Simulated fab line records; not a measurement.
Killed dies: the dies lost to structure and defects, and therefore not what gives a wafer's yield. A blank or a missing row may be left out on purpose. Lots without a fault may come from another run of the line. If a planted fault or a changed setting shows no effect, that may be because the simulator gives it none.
Which tool is to blame?	flow sky130	route of 708 steps, sampled at 1 step: 12 lots, 36 wafers

WHAT THE GAUGES SHOWED, per wafer
SKY_FIELD_ISO_CD_MEAS_13: target cd 150 nm.
lot	measured	on	cd_nm (nm)
L075	day 2 11:02	cd_sem-01	148.9 149.1 148.9
L077	day 2 20:58	cd_sem-02	149.9 148.0 149.4
L079	day 3 06:35	cd_sem-01	151.1 149.5 149.7
L081	day 3 20:40	cd_sem-02	151.1 148.9 148.9
L083	day 4 03:58	cd_sem-01	149.0 149.4 148.0
L085	day 4 14:42	cd_sem-01	149.2 148.4 150.0
L087	day 5 02:04	cd_sem-02	148.8 148.4 148.6
L089	day 5 11:22	cd_sem-02	149.6 149.0 148.8
L091	day 5 22:24	cd_sem-02	148.7 150.1 150.0
L093	day 6 08:13	cd_sem-01	147.2 147.5 149.6
L094	day 6 17:56	cd_sem-02	148.1 147.2 148.3
L097	day 7 05:42	cd_sem-01	151.6 150.9 151.6

EACH LOT AND THE TOOL THAT RAN IT (in order: tool; ch and the chambers of the sampled wafers; start)
The record shows no process step preceding these readings.

THE ANSWER, worked out from the rows above alone
Rule: what is usual is taken from the lots themselves. The widest of any qualifying gaps counts: lots, ordered by their means at a reading, are off when they make up no more than a third of the lots, leave a main group of 4 or more, and stand apart from it by 3 or more times the standard deviation of that group's means. A main group is skipped when, at the precision printed for the reading in the tables above, its means are all equal. A lot without any number at a reading at which 4 lots or more have one is off too. Where the step has rows for the other lots, those lots are counted as sound.
Nothing can be told from this: no lot is off at any reading shown.

WHAT THE SIMULATOR HAD PUT IN
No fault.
